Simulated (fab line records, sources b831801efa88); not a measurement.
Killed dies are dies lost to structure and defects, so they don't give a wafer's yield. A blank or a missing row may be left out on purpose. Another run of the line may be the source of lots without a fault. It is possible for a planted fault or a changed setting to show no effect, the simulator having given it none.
Which tool did it? :: flow gf180mcu :: Sampling: 11 lots, 33 wafers, 6 of 602 route steps

## WHAT THE GAUGES READ, wafer by wafer
GF_HV_LDD_TW_MEAS_38.
lot: L833
measured: day 11 17:08
on: film_metro-03
HV_LDD_3_TW: 1456 1456 1459

lot: L835
measured: day 12 11:36
on: film_metro-02
HV_LDD_3_TW: 1445 1442 1440

lot: L837
measured: day 12 22:10
on: film_metro-02
HV_LDD_3_TW: 1440 1444 1442

lot: L839
measured: day 13 18:31
on: film_metro-03
HV_LDD_3_TW: 1456 1443 1438

lot: L843
measured: day 15 00:02
on: film_metro-02
HV_LDD_3_TW: 1445 1447 1444

lot: L846
measured: day 15 23:29
on: film_metro-02
HV_LDD_3_TW: 1505 1497 1501

lot: L848
measured: day 16 12:11
on: film_metro-04
HV_LDD_3_TW: 1505 1511 1516

lot: L851
measured: day 17 09:28
on: film_metro-03
HV_LDD_3_TW: 1443 1427 1436

lot: L852
measured: day 17 21:50
on: film_metro-03
HV_LDD_3_TW: 1433 1442 1432

lot: L855
measured: day 18 22:32
on: film_metro-04
HV_LDD_3_TW: 1454 1451 1449

lot: L856
measured: day 19 03:03
on: film_metro-03
HV_LDD_3_TW: 1456 1449 1442

GF_HV_LDD_RS_MEAS_53: measures by four-point-probe.
lot: L833
measured: day 12 12:41
on: film_metro-02
HV_LDD_RS (ohm/sq): 417.5 417.0 417.3

lot: L835
measured: day 13 08:09
on: film_metro-04
HV_LDD_RS (ohm/sq): 417.7 418.3 416.9

lot: L837
measured: day 13 18:28
on: film_metro-04
HV_LDD_RS (ohm/sq): 416.9 417.0 417.7

lot: L839
measured: day 14 16:04
on: film_metro-03
HV_LDD_RS (ohm/sq): 417.0 416.1 416.5

lot: L843
measured: day 15 22:14
on: film_metro-02
HV_LDD_RS (ohm/sq): 415.6 416.5 416.5

lot: L846
measured: day 16 22:17
on: film_metro-04
HV_LDD_RS (ohm/sq): 409.1 410.1 408.9

lot: L848
measured: day 17 11:01
on: film_metro-02
HV_LDD_RS (ohm/sq): 409.5 408.3 408.7

lot: L851
measured: day 18 09:44
on: film_metro-04
HV_LDD_RS (ohm/sq): 417.1 415.1 415.0

lot: L852
measured: day 18 22:22
on: film_metro-03
HV_LDD_RS (ohm/sq): 417.1 417.1 417.8

lot: L855
measured: day 19 23:07
on: film_metro-03
HV_LDD_RS (ohm/sq): 418.4 418.3 418.4

lot: L856
measured: day 20 04:17
on: film_metro-03
HV_LDD_RS (ohm/sq): 416.5 417.5 416.8

GF_HV_LDD_THK_MEAS_55.
lot: L833
measured: day 12 13:50
on: film_metro-03
HV_LDD_CVD_54_THK (nm): 10.20 10.18 10.21

lot: L835
measured: day 13 09:17
on: film_metro-04
HV_LDD_CVD_54_THK (nm): 10.01 9.92 9.91

lot: L837
measured: day 13 19:37
on: film_metro-02
HV_LDD_CVD_54_THK (nm): 9.81 9.69 9.82

lot: L839
measured: day 14 17:35
on: film_metro-03
HV_LDD_CVD_54_THK (nm): 9.92 9.88 9.93

lot: L843
measured: day 15 23:23
on: film_metro-02
HV_LDD_CVD_54_THK (nm): 9.69 9.76 9.73

lot: L846
measured: day 16 23:25
on: film_metro-02
HV_LDD_CVD_54_THK (nm): 9.86 9.91 9.83

lot: L848
measured: day 17 12:10
on: film_metro-04
HV_LDD_CVD_54_THK (nm): 10.12 9.87 10.05

lot: L851
measured: day 18 10:53
on: film_metro-02
HV_LDD_CVD_54_THK (nm): 10.07 10.08 10.16

lot: L852
measured: day 18 23:31
on: film_metro-04
HV_LDD_CVD_54_THK (nm): 9.69 9.93 9.84

lot: L855
measured: day 20 00:14
on: film_metro-02
HV_LDD_CVD_54_THK (nm): 9.66 9.55 9.54

lot: L856
measured: day 20 05:25
on: film_metro-04
HV_LDD_CVD_54_THK (nm): 10.06 9.91 9.92

## EACH LOT AND THE TOOL THAT RAN IT (in order: tool; ch and the chambers of the sampled wafers; start)
lot: L833
GF_VT_IMPLANT_STRIP_20: plasma_asher-01 ch 0,1, day 6 06:59
GF_HV_LDD_IMPLANT_34: implanter-03 ch 0, day 11 16:35
GF_HV_LDD_STRIP_37: plasma_asher-04 ch 0,1, day 11 17:02

lot: L835
GF_VT_IMPLANT_STRIP_20: plasma_asher-03 ch 0,1, day 6 22:02
GF_HV_LDD_IMPLANT_34: implanter-02 ch 0, day 12 11:03
GF_HV_LDD_STRIP_37: plasma_asher-01 ch 0,1, day 12 11:30

lot: L837
GF_VT_IMPLANT_STRIP_20: plasma_asher-03 ch 0, day 7 07:47
GF_HV_LDD_IMPLANT_34: implanter-03 ch 0, day 12 21:37
GF_HV_LDD_STRIP_37: plasma_asher-03 ch 0,1, day 12 22:04

lot: L839
GF_VT_IMPLANT_STRIP_20: plasma_asher-02 ch 0,1, day 8 00:11
GF_HV_LDD_IMPLANT_34: implanter-01 ch 0, day 13 17:58
GF_HV_LDD_STRIP_37: plasma_asher-01 ch 0,1, day 13 18:25

lot: L843
GF_VT_IMPLANT_STRIP_20: plasma_asher-01 ch 0,1, day 9 00:38
GF_HV_LDD_IMPLANT_34: implanter-03 ch 0, day 14 23:29
GF_HV_LDD_STRIP_37: plasma_asher-01 ch 0,1, day 14 23:56

lot: L846
GF_VT_IMPLANT_STRIP_20: plasma_asher-01 ch 0,1, day 9 18:29
GF_HV_LDD_IMPLANT_34: implanter-03 ch 0, day 15 22:56
GF_HV_LDD_STRIP_37: plasma_asher-01 ch 0,1, day 15 23:23

lot: L848
GF_VT_IMPLANT_STRIP_20: plasma_asher-02 ch 0,1, day 10 07:29
GF_HV_LDD_IMPLANT_34: implanter-03 ch 0, day 16 11:38
GF_HV_LDD_STRIP_37: plasma_asher-04 ch 0,1, day 16 12:05

lot: L851
GF_VT_IMPLANT_STRIP_20: plasma_asher-02 ch 0,1, day 11 00:53
GF_HV_LDD_IMPLANT_34: implanter-01 ch 0, day 17 08:55
GF_HV_LDD_STRIP_37: plasma_asher-03 ch 0,1, day 17 09:22

lot: L852
GF_VT_IMPLANT_STRIP_20: plasma_asher-03 ch 0,1, day 11 08:29
GF_HV_LDD_IMPLANT_34: implanter-01 ch 0, day 17 21:17
GF_HV_LDD_STRIP_37: plasma_asher-04 ch 0,1, day 17 21:44

lot: L855
GF_VT_IMPLANT_STRIP_20: plasma_asher-01 ch 0,1, day 12 05:46
GF_HV_LDD_IMPLANT_34: implanter-02 ch 0, day 18 21:59
GF_HV_LDD_STRIP_37: plasma_asher-01 ch 0,1, day 18 22:26

lot: L856
GF_VT_IMPLANT_STRIP_20: plasma_asher-03 ch 0,1, day 12 07:56
GF_HV_LDD_IMPLANT_34: implanter-02 ch 0, day 19 02:31
GF_HV_LDD_STRIP_37: plasma_asher-04 ch 0,1, day 19 02:56
- GF_VT_IMPLANT_STRIP_20: strips in O2/N2.
- GF_HV_LDD_IMPLANT_34
- GF_HV_LDD_STRIP_37: strips in O2/N2.

## WHAT THE TOOLS THEMSELVES READ (means of the sampled wafers that have a number; where no wafer has one, the mark that the record gives instead)
GF_VT_IMPLANT_STRIP_20.
lot: L833
tool: plasma_asher-01
drypump_motor_current_A (A): 5.5
heater_power_w (W): 353
oes_product_au (a.u.): 0.718
strip_time_to_endpoint_s (s): 12.658

lot: L835
tool: plasma_asher-03
drypump_motor_current_A (A): 5.7
heater_power_w (W): 351
oes_product_au (a.u.): 0.714
strip_time_to_endpoint_s (s): 12.647

lot: L837
tool: plasma_asher-03
drypump_motor_current_A (A): 6.1
heater_power_w (W): 374
oes_product_au (a.u.): 0.720
strip_time_to_endpoint_s (s): 12.668

lot: L839
tool: plasma_asher-02
drypump_motor_current_A (A): 5.5
heater_power_w (W): 326
oes_product_au (a.u.): 0.712
strip_time_to_endpoint_s (s): 12.681

lot: L843
tool: plasma_asher-01
drypump_motor_current_A (A): 5.5
heater_power_w (W): 354
oes_product_au (a.u.): 0.716
strip_time_to_endpoint_s (s): 12.614

lot: L846
tool: plasma_asher-01
drypump_motor_current_A (A): 5.3
heater_power_w (W): 373
oes_product_au (a.u.): 0.714
strip_time_to_endpoint_s (s): 12.619

lot: L848
tool: plasma_asher-02
drypump_motor_current_A (A): 5.5
heater_power_w (W): 328
oes_product_au (a.u.): 0.715
strip_time_to_endpoint_s (s): 12.621

lot: L851
tool: plasma_asher-02
drypump_motor_current_A (A): 5.9
heater_power_w (W): 339
oes_product_au (a.u.): 0.713
strip_time_to_endpoint_s (s): 12.651

lot: L852
tool: plasma_asher-03
drypump_motor_current_A (A): 5.9
heater_power_w (W): 365
oes_product_au (a.u.): 0.714
strip_time_to_endpoint_s (s): 12.633

lot: L855
tool: plasma_asher-01
drypump_motor_current_A (A): 5.3
heater_power_w (W): 379
oes_product_au (a.u.): 0.714
strip_time_to_endpoint_s (s): 12.630

lot: L856
tool: plasma_asher-03
drypump_motor_current_A (A): 5.9
heater_power_w (W): 361
oes_product_au (a.u.): 0.715
strip_time_to_endpoint_s (s): 12.622

GF_HV_LDD_IMPLANT_34.
lot: L833
tool: implanter-03
dose_ions_cm2: 7.5e+12
faraday_current_uA: 41.8
rotation_deg (degrees): 90.029

lot: L835
tool: implanter-02
dose_ions_cm2: 7.5e+12
faraday_current_uA: 41.6
rotation_deg (degrees): 89.976

lot: L837
tool: implanter-03
dose_ions_cm2: 7.5e+12
faraday_current_uA: 42.7
rotation_deg (degrees): 89.988

lot: L839
tool: implanter-01
dose_ions_cm2: 7.5e+12
faraday_current_uA: 41.8
rotation_deg (degrees): 90.002

lot: L843
tool: implanter-03
dose_ions_cm2: 7.5e+12
faraday_current_uA: 42.5
rotation_deg (degrees): 90.030

lot: L846
tool: implanter-03
dose_ions_cm2: 1.1e+13
faraday_current_uA: 61.2
rotation_deg (degrees): 90.006

lot: L848
tool: implanter-03
dose_ions_cm2: 1.1e+13
faraday_current_uA: 62.7
rotation_deg (degrees): 90.001

lot: L851
tool: implanter-01
dose_ions_cm2: 7.5e+12
faraday_current_uA: 42.1
rotation_deg (degrees): 89.993

lot: L852
tool: implanter-01
dose_ions_cm2: 7.5e+12
faraday_current_uA: 42.0
rotation_deg (degrees): 89.995

lot: L855
tool: implanter-02
dose_ions_cm2: 7.5e+12
faraday_current_uA: 42.2
rotation_deg (degrees): 89.984

lot: L856
tool: implanter-02
dose_ions_cm2: 7.5e+12
faraday_current_uA: 41.1
rotation_deg (degrees): 89.976

GF_HV_LDD_STRIP_37.
lot: L833
tool: plasma_asher-04
drypump_motor_current_A (A): 6.4
heater_power_w (W): 301
oes_product_au (a.u.): 0.714
strip_time_to_endpoint_s (s): 12.64

lot: L835
tool: plasma_asher-01
drypump_motor_current_A (A): 5.3
heater_power_w (W): 376
oes_product_au (a.u.): 0.717
strip_time_to_endpoint_s (s): 12.63

lot: L837
tool: plasma_asher-03
drypump_motor_current_A (A): 5.7
heater_power_w (W): 354
oes_product_au (a.u.): 0.718
strip_time_to_endpoint_s (s): 12.61

lot: L839
tool: plasma_asher-01
drypump_motor_current_A (A): 5.3
heater_power_w (W): 378
oes_product_au (a.u.): 0.715
strip_time_to_endpoint_s (s): 12.61

lot: L843
tool: plasma_asher-01
drypump_motor_current_A (A): 5.3
heater_power_w (W): 380
oes_product_au (a.u.): 0.717
strip_time_to_endpoint_s (s): 12.59

lot: L846
tool: plasma_asher-01
drypump_motor_current_A (A): 5.5
heater_power_w (W): 354
oes_product_au (a.u.): 0.716
strip_time_to_endpoint_s (s): 12.61

lot: L848
tool: plasma_asher-04
drypump_motor_current_A (A): 6.4
heater_power_w (W): 303
oes_product_au (a.u.): 0.714
strip_time_to_endpoint_s (s): 12.63

lot: L851
tool: plasma_asher-03
drypump_motor_current_A (A): 5.7
heater_power_w (W): 360
oes_product_au (a.u.): 0.718
strip_time_to_endpoint_s (s): 12.62

lot: L852
tool: plasma_asher-04
drypump_motor_current_A (A): 6.1
heater_power_w (W): 311
oes_product_au (a.u.): 0.718
strip_time_to_endpoint_s (s): 12.63

lot: L855
tool: plasma_asher-01
drypump_motor_current_A (A): 5.5
heater_power_w (W): 350
oes_product_au (a.u.): 0.717
strip_time_to_endpoint_s (s): 12.58

lot: L856
tool: plasma_asher-04
drypump_motor_current_A (A): 6.4
heater_power_w (W): 301
oes_product_au (a.u.): 0.714
strip_time_to_endpoint_s (s): 12.62

## THE ANSWER, worked out from the rows above alone
Rule: usual is defined by the lots themselves. Put in order of their means at a reading, lots are off if they are a third of the lots or fewer, leave a main group of 4 or more, and stand apart from it by a gap of 3 or more times the standard deviation of the main group's means; of several such gaps the widest counts. The tables above print the reading to a certain number of digits; a main group whose means all agree to those digits is not used. A lot without any number at a reading at which 4 lots or more have one is off too. The other lots that the step has rows for count as sound. The gauges are gone through in route order, then the tools' own readings, and for those a lot's mean is taken as printed above. The first step at which some lot is off is used, and at that step the reading that is off furthest; a lot without a number counts as furthest.
Off: at GF_HV_LDD_TW_MEAS_38 (HV_LDD_3_TW), L846, L848. The main group: mean 1445, standard deviation 6.6.
A tool fits if, at a process step before that reading, it ran every lot that is off, and no sound lot after the first of them. Not tried: the gauges at GF_HV_LDD_TW_MEAS_38; whatever is off there is also off at GF_HV_LDD_IMPLANT_34, on other tools, and gauge error can't account for it. One fits: GF_HV_LDD_IMPLANT_34 on implanter-03. A fault onset in the window from L843 (day 14 23:29, its last sound lot) to L846 (day 15 22:56, its first lot off) fits.
The tool's own readings at GF_HV_LDD_IMPLANT_34 bear it out: on the lots that are off they differ by more than 5 times the standard deviation of the sound lots' means. dose_ions_cm2 reads 1.1e+13 there against 7.5e+12 on the sound lots; faraday_current_uA reads 62.0 there against 42.0 on the sound lots.

## WHAT THE SIMULATOR HAD PUT IN
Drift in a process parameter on implanter-03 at GF_HV_LDD_IMPLANT_34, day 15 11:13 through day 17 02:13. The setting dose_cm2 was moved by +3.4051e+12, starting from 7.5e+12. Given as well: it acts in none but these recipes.
Struck lots among those shown: L846, L848. Same finding as the rule above.
